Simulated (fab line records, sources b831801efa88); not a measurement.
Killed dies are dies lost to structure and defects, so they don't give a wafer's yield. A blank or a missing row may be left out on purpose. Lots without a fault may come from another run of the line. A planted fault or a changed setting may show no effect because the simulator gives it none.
A struck lot beside a sound one | flow sky130 | 18 steps out of a route of 708
Sound: wafers L700.1, L700.2, L700.6. Struck: wafers L703.1, L703.2, L703.4. The cause comes at the end.
At each step with rows: each side's tool, then ch and its chambers, then its first start. Under that, the readings that differ: sound wafers | struck wafers | difference of the means | sigmas: that difference in standard deviations of wafers without a fault.
alike: readings whose means differ by less than 2 such deviations, and words and numbers that are the same on both sides. not compared: withheld readings, readings that some wafer has no value for, bounds like >300 that may hide the same value, and numbers for which the record gives no deviation and whose values overlap.
The two part at a step that has a row with sigmas, a row that says differs or no value, or rows on one side only. Numbers that don't overlap but have no deviation are shown without sigmas and don't part them. A reading that every wafer of one side lacks parts them only if that side has two wafers or more.

SKY_CONTACT_CMP_04: polishes SiO2.
  sound on cmp-02 ch 0,2,3, day 32 12:23; struck on cmp-01 ch 0,2,3, day 33 12:28
  alike: motor_current_A, slurry_flow_ml_min, time_to_endpoint_s
SKY_CONTACT_BOW_MEAS_05:
  sound on film_metro-01, day 32 12:38; struck on film_metro-01, day 33 12:46
  alike: CONTACT_BOW
then, 8 steps without rows for these wafers: SKY_CONTACT_DEHYDRATE_06 (time 60 s); SKY_CONTACT_HMDS_07 (prime time 60 s); SKY_CONTACT_COAT_08 (resist thk 60 nm); SKY_CONTACT_COAT_09 (resist thk 450 nm); SKY_CONTACT_SOFTBAKE_10 (time 90 s); SKY_CONTACT_EXPOSE_11 (exposes mask CTM1, target cd 170 nm); SKY_CONTACT_PEB_12; SKY_CONTACT_DEVELOP_13 (develop time 60 s).
SKY_CONTACT_CD_MEAS_14: target cd 170 nm.
  sound on cd_sem-02, day 33 15:52; struck on cd_sem-01, day 34 14:50
  alike: cd_nm
SKY_CONTACT_OVL_MEAS_15:
  sound on overlay-01, day 33 15:59; struck on overlay-02, day 34 14:57
  alike: CONTACT_OVL
SKY_CONTACT_ETCH_16: etches BARC in N2/H2, stops on SiO2, time 45.9 s, target depth 60 nm.
  sound on rie_diel-01 ch 2,3, day 33 16:02; struck on rie_diel-04 ch 0,2,3, day 34 14:59
  no value came back on the struck wafers for any of 6 readings (bias_w (W), chamber_pressure_mTorr (mTorr) and others); on the sound wafers bias_w (W) reads 100.41 100.00 99.95
  reading                                        | sound           | struck            | difference | sigmas
  model.KrF-thick_of_CONTACT_COAT_09.thk_nm (nm) | 395.2 395 395.8 | 437.2 436.9 436.3 | +41.5      |
  not compared: rf_hours_counter_h
SKY_CONTACT_ETCH_17: etches SiO2 in C4F8/O2/Ar, stops on Si3N4, target depth 340 nm.
  sound on rie_diel-01 ch 2,3, day 33 16:04; struck on rie_diel-04 ch 0,2,3, day 34 15:02
  reading               | sound             | struck            | difference | sigmas
  oes_product_au (a.u.) | 0.888 0.890 0.894 | 0.378 0.371 0.379 | -0.515     | -99 or more
  alike: bias_w, chamber_pressure_mTorr
SKY_CONTACT_ETCH_18: etches Si3N4 in CHF3/O2, stops on TiN, time 39 s, target depth 75 nm.
  sound on rie_diel-01 ch 2,3; struck on rie_diel-04 ch 0,2,3
  reading                                        | sound             | struck            | difference | sigmas
  oes_product_au (a.u.)                          | 0.853 0.849 0.860 | 0.365 0.376 0.369 | -0.484     | -64
  throttle_valve_pct (%)                         | 8.804 8.801 8.806 | 8.666 8.674 8.663 | -0.136     | -16
  model.KrF-thick_of_CONTACT_COAT_09.thk_nm (nm) | 246.7 244.3 244.9 | 288.4 288.9 284   | +41.8      |
  alike: O2_flow_sccm, bias_w, drypump_motor_current_A
  not compared: rf_hours_counter_h
SKY_CONTACT_STRIP_19: strips in O2/N2.
  sound on plasma_asher-02 ch 0,1, day 33 16:10; struck on plasma_asher-04 ch 0,1, day 34 15:07
  reading                      | sound             | struck            | difference | sigmas
  oes_product_au (a.u.)        | 0.378 0.375 0.377 | 0.404 0.400 0.392 | +0.022     | +4
  strip_time_to_endpoint_s (s) | 3.658 3.629 3.638 | 4.113 4.111 4.062 | +0.454     | +16
  alike: drypump_motor_current_A
  not compared: rf_hours_counter_h
then, 1 step without rows for these wafers: SKY_CONTACT_STRIP_20 (strips in post etch residue remover, time 1200 s).
-- the record jumps here: 13 days lie between the struck wafers' starts before and after (it left off in module CONTACT and takes up again in module PAD_OPEN, whose first step shown is number 708 of the route) --
SKY_PAD_OPEN_PROBE_99:
  the record has rows for the struck wafers here (prober-01, day 48 01:22) and none for the sound ones

WHERE THEY PART
First at SKY_CONTACT_ETCH_16; last, within this record, at SKY_PAD_OPEN_PROBE_99.

WHY: what the simulator had put in
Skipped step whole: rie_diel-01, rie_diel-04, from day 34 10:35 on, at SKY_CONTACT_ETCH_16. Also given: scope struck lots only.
